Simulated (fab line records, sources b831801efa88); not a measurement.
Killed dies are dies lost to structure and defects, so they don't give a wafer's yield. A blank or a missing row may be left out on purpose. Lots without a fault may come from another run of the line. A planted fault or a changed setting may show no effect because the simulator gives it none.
Which tool did it? | flow gf180mcu | 13 lots, 39 wafers sampled, at 5 steps of a route of 602

WHAT THE GAUGES READ, wafer by wafer
GF_DNWELL_TW_MEAS_09. Usual: DNWELL_TW 1338, standard deviation 15.
lot  | measured    | on            | DNWELL_TW      | flag
L657 | day 2 17:49 | film_metro-03 | 1331 1332 1331 |
L659 | day 3 06:43 | film_metro-02 | 1366 1364 1366 |
L660 | day 3 10:01 | film_metro-03 | 1334 1335 1336 |
L661 | day 3 18:01 | film_metro-04 | 1315 1329 1329 |
L663 | day 4 03:13 | film_metro-04 | 1347 1361 1354 |
L664 | day 4 07:37 | film_metro-04 | 1337 1337 1340 |
L665 | day 4 14:01 | film_metro-02 | 1344 1354 1340 |
L666 | day 4 20:07 | film_metro-02 | 1361 1359 1370 |
L670 | day 5 16:10 | film_metro-03 | 1319 1316 1326 |
L677 | day 7 04:25 | film_metro-03 | 1318 1317 1324 |
L678 | day 7 09:27 | film_metro-04 | 1351 1351 1342 |
L679 | day 7 15:13 | film_metro-03 | 1325 1330 1325 |
L680 | day 7 19:28 | film_metro-03 | 1322 1324 1315 |

GF_DUAL_GATE_THK_MEAS_03. Usual: DUAL_GATE_OXIDATION_00_THK 10.91 nm, standard deviation 0.22.
lot  | measured     | on            | DUAL_GATE_OXIDATION_00_THK (nm) | flag
L657 | day 7 12:47  | film_metro-03 | 10.86 10.85 10.96               |
L659 | day 8 07:31  | film_metro-02 | 10.65 10.69 10.70               |
L660 | day 8 08:28  | film_metro-01 | 11.25 11.27 11.05               |
L661 | day 8 21:48  | film_metro-02 | 10.73 10.68 10.64               |
L663 | day 9 07:41  | film_metro-02 | 10.80 11.00 11.00               |
L664 | day 9 14:09  | film_metro-01 | 11.10 11.11 11.04               |
L665 | day 9 23:35  | film_metro-03 | 10.91 10.61 10.72               |
L666 | day 10 07:13 | film_metro-03 | 17.02 17.16 16.97               | OFF
L670 | day 11 06:13 | film_metro-02 | 16.77 16.85 16.87               | OFF
L677 | day 13 06:34 | film_metro-02 | 10.71 10.89 11.03               |
L678 | day 13 13:07 | film_metro-03 | 10.95 11.13 11.03               |
L679 | day 13 20:22 | film_metro-03 | 11.13 11.00 11.11               |
L680 | day 14 03:01 | film_metro-02 | 10.53 10.39 10.35               |

GF_DUAL_GATE_OVL_MEAS_11. Usual: DUAL_GATE_OVL 1.1 nm, standard deviation 1.3.
lot  | measured     | on         | DUAL_GATE_OVL (nm) | flag
L657 | day 8 03:58  | overlay-02 | 0.3 1.2 0.3        |
L659 | day 8 23:46  | overlay-02 | 3.6 3.7 1.1        |
L660 | day 9 00:48  | overlay-02 | 3.2 1.8 2.6        |
L661 | day 9 14:17  | overlay-01 | 1.6 0.8 2.0        |
L663 | day 10 01:04 | overlay-02 | 2.6 0.8 -0.2       |
L664 | day 10 07:59 | overlay-02 | 3.0 1.1 1.4        |
L665 | day 10 17:26 | overlay-01 | 4.0 1.7 2.6        |
L666 | day 11 01:04 | overlay-01 | 2.2 2.2 0.1        |
L670 | day 12 00:50 | overlay-02 | 1.5 1.8 1.3        |
L677 | day 14 02:38 | overlay-02 | 1.8 2.9 1.8        |
L678 | day 14 09:25 | overlay-01 | 2.4 2.2 2.3        |
L679 | day 14 16:43 | overlay-02 | 2.8 2.5 -0.2       |
L680 | day 14 23:58 | overlay-02 | 0.0 -1.0 1.1       |

WHICH TOOL RAN EACH LOT (tool, then ch and the chambers of the sampled wafers, then the start)
lot  | GF_STI_STRIP_15                     | GF_DUAL_GATE_OXIDATION_02
L657 | plasma_asher-02 ch 0,1, day 2 00:22 | furnace-02 ch 0, day 7 11:20
L659 | plasma_asher-01 ch 0,1, day 2 12:14 | furnace-02 ch 0, day 8 06:04
L660 | plasma_asher-01 ch 0,1, day 2 16:55 | furnace-01 ch 0, day 8 06:59
L661 | plasma_asher-04 ch 1, day 2 23:31   | furnace-01 ch 0, day 8 20:22
L663 | plasma_asher-04 ch 0,1, day 3 07:49 | furnace-01 ch 0, day 9 06:14
L664 | plasma_asher-02 ch 0,1, day 3 13:16 | furnace-01 ch 0, day 9 12:43
L665 | plasma_asher-01 ch 0,1, day 3 20:16 | furnace-02 ch 0, day 9 22:09
L666 | plasma_asher-04 ch 0,1, day 4 01:55 | furnace-01 ch 0, day 10 05:46
L670 | plasma_asher-02 ch 0,1, day 4 21:14 | furnace-01 ch 0, day 11 04:46
L677 | plasma_asher-04 ch 0,1, day 6 08:21 | furnace-02 ch 0, day 13 05:05
L678 | plasma_asher-02 ch 0,1, day 6 13:41 | furnace-01 ch 0, day 13 11:39
L679 | plasma_asher-01 ch 0,1, day 6 19:28 | furnace-01 ch 0, day 13 18:55
L680 | plasma_asher-04 ch 0,1, day 6 23:38 | furnace-02 ch 0, day 14 01:33
- GF_STI_STRIP_15: strips in O2/N2.
- GF_DUAL_GATE_OXIDATION_02: stabilise 600 s, purge 300 s, target thk 10.887 nm.

WHAT THE TOOLS THEMSELVES READ (means of the sampled wafers that have a number; where no wafer has one, the mark that the record gives instead)
GF_STI_STRIP_15. Usual: drypump_motor_current_A 5.45 A, standard deviation 0.29; heater_power_w 317 W, standard deviation 16; o2_flow_sccm 2999 sccm, standard deviation 8.6; oes_product_au 0.382 a.u., standard deviation 0.0052; strip_time_to_endpoint_s 3.69 s, standard deviation 0.059.
lot  | tool            | drypump_motor_current_A (A) | heater_power_w (W) | o2_flow_sccm (sccm) | oes_product_au (a.u.) | strip_time_to_endpoint_s (s) | flag
L657 | plasma_asher-02 | 5.37                        | 320                | 3002                | 0.385                 | 3.68                         |
L659 | plasma_asher-01 | 5.14                        | 295                | 2995                | 0.383                 | 3.64                         |
L660 | plasma_asher-01 | 5.14                        | 303                | 3005                | 0.387                 | 3.74                         |
L661 | plasma_asher-04 | 5.63                        | 326                | 2993                | 0.384                 | 3.71                         |
L663 | plasma_asher-04 | 5.74                        | 327                | 2994                | 0.384                 | 3.76                         |
L664 | plasma_asher-02 | 5.48                        | 321                | 2996                | 0.381                 | 3.74                         |
L665 | plasma_asher-01 | 5.07                        | 311                | 3001                | 0.376                 | 3.63                         |
L666 | plasma_asher-04 | 5.75                        | 320                | 3003                | 0.385                 | 3.77                         |
L670 | plasma_asher-02 | 5.48                        | 321                | 3010                | 0.385                 | 3.72                         |
L677 | plasma_asher-04 | 5.85                        | 328                | 3003                | 0.377                 | 3.68                         |
L678 | plasma_asher-02 | 5.38                        | 311                | 2996                | 0.385                 | 3.74                         |
L679 | plasma_asher-01 | 5.15                        | 299                | 2997                | 0.384                 | 3.71                         |
L680 | plasma_asher-04 | 5.75                        | 324                | 3001                | 0.373                 | 3.66                         |

GF_DUAL_GATE_OXIDATION_02. Usual: spike_tc_bottom_C 917.8 C, standard deviation 1.8; zone_power_lower_pct 17.8 %, standard deviation 0.72.
lot  | tool       | spike_tc_bottom_C (C) | zone_power_lower_pct (%) | flag
L657 | furnace-02 | 916.4                 | 18.8                     |
L659 | furnace-02 | 916.4                 | 18.6                     |
L660 | furnace-01 | 918.8                 | 17.1                     |
L661 | furnace-01 | 919.5                 | 17.2                     |
L663 | furnace-01 | 918.5                 | 17.4                     |
L664 | furnace-01 | 918.1                 | 17.3                     |
L665 | furnace-02 | 916.2                 | 18.7                     |
L666 | furnace-01 | 919.9                 | 17.3                     |
L670 | furnace-01 | 918.9                 | 17.3                     |
L677 | furnace-02 | 915.7                 | 18.9                     |
L678 | furnace-01 | 919.7                 | 17.1                     |
L679 | furnace-01 | 920.0                 | 17.3                     |
L680 | furnace-02 | 915.5                 | 18.7                     |

THE ANSWER, worked out from the rows above alone
Rule: a lot is off if the mean of its wafers that have a number lies more than 3 standard deviations from the usual mean. A lot without any number at a reading at which 4 lots or more have one is off too. The other lots that the step has rows for count as sound. The gauges are gone through in route order, then the tools' own readings, and for those a lot's mean is taken as printed above. The first step at which some lot is off is used, and at that step the reading that is off furthest; a lot without a number counts as furthest.
Off: L666, L670, at GF_DUAL_GATE_THK_MEAS_03 (DUAL_GATE_OXIDATION_00_THK).
A tool fits if, at a process step before that reading, it ran every lot that is off, and no sound lot after the first of them. The gauges at GF_DUAL_GATE_THK_MEAS_03 are tried like those tools. None of those tried fits.

WHAT THE SIMULATOR HAD PUT IN
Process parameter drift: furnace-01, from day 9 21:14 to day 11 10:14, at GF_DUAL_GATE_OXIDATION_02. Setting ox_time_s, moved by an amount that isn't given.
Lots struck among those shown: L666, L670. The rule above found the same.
